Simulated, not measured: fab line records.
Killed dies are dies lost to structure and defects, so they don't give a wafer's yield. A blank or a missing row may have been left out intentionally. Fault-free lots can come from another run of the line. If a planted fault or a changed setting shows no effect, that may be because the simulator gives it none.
A single fault, viewed from 2 desks	flow gf180mcu	every desk sees just its own numbers, and what lay behind them comes last

== TOOL OWNER'S DESK, implanter-02 ==
The tool's own readings at GF_MVSD_IMPLANT_09: means of the sampled wafers that have a number, for each lot that ran on this tool. Any lot whose mean is over 4 standard deviations away from the usual mean is out of limits and marked OUT; that distance is given in the brackets.
Columns: A = tilt_deg at GF_MVSD_IMPLANT_09, usual 0.003 degrees
lot	first seen here	A
L510	day 4 16:25	0.009
L511	day 4 22:22	0.008
L513	day 5 09:29	0.010
L514	day 5 15:33	-0.003
L519	day 7 00:12	-0.016
L522	day 7 16:56	6.245 (+99 or more) OUT
L526	day 8 12:53	6.241 (+99 or more) OUT
Finding of this desk: L522, L526 out of limits; the first was L522 at day 7 16:56, on tilt_deg at GF_MVSD_IMPLANT_09. Within limits: L510, L511, L513, L514, L519.

== METROLOGY DESK ==
Lot by lot, what the gauges showed, no matter which tool ran the lot: averages of those sampled wafers that carry a number. Any lot whose mean is over 4 standard deviations away from the usual mean is out of limits and marked OUT; that distance is given in the brackets.
Columns: A = DUAL_GATE_OVL at GF_DUAL_GATE_OVL_MEAS_11, usual 0.1 nm; B = cd_nm at GF_POLY_GATE_CD_MEAS_10, usual 280.0 nm
lot	first seen here	A	B
L509	day 8 05:23	1.4	280.3
L510	day 8 16:19	-2.1	279.7
L511	day 8 21:58	1.0	279.5
L512	day 9 04:52	-0.1	281.5
L513	day 9 10:04	2.0	280.3
L514	day 9 18:46	-0.8	279.5
L515	day 10 02:41	-0.2	280.2
L517	day 10 16:33	0.0	282.0
L519	day 11 10:35	-1.5	279.2
L522	day 12 06:55	0.8	280.8
L523	day 12 14:25	-0.0	279.7
L526	day 13 04:52	1.1	280.8
L530	day 14 12:17	0.4	279.6
L531	day 14 21:00	0.7	279.2
Finding of this desk: none of the 14 lots has anything out of limits.

== TAKEN TOGETHER ==
An alarm could have come from the tool owner's desk at day 7 16:56, on L522, L526.
From the metrology desk's view, nothing was out of limits.
The metrology desk holds a record of L522, L526, inside its limits.
On implanter-02, each named lot ran GF_MVSD_IMPLANT_09.

== WHAT THE SIMULATOR HAD PUT IN ==
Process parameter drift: implanter-02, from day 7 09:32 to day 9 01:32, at GF_MVSD_IMPLANT_09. From 0, the setting tilt_deg moved by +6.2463. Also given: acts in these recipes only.
Shown lots that were struck: L522, L526.
Time in hours from fault onset to the first out-of-limits reading at each desk: the tool owner's desk, 7.
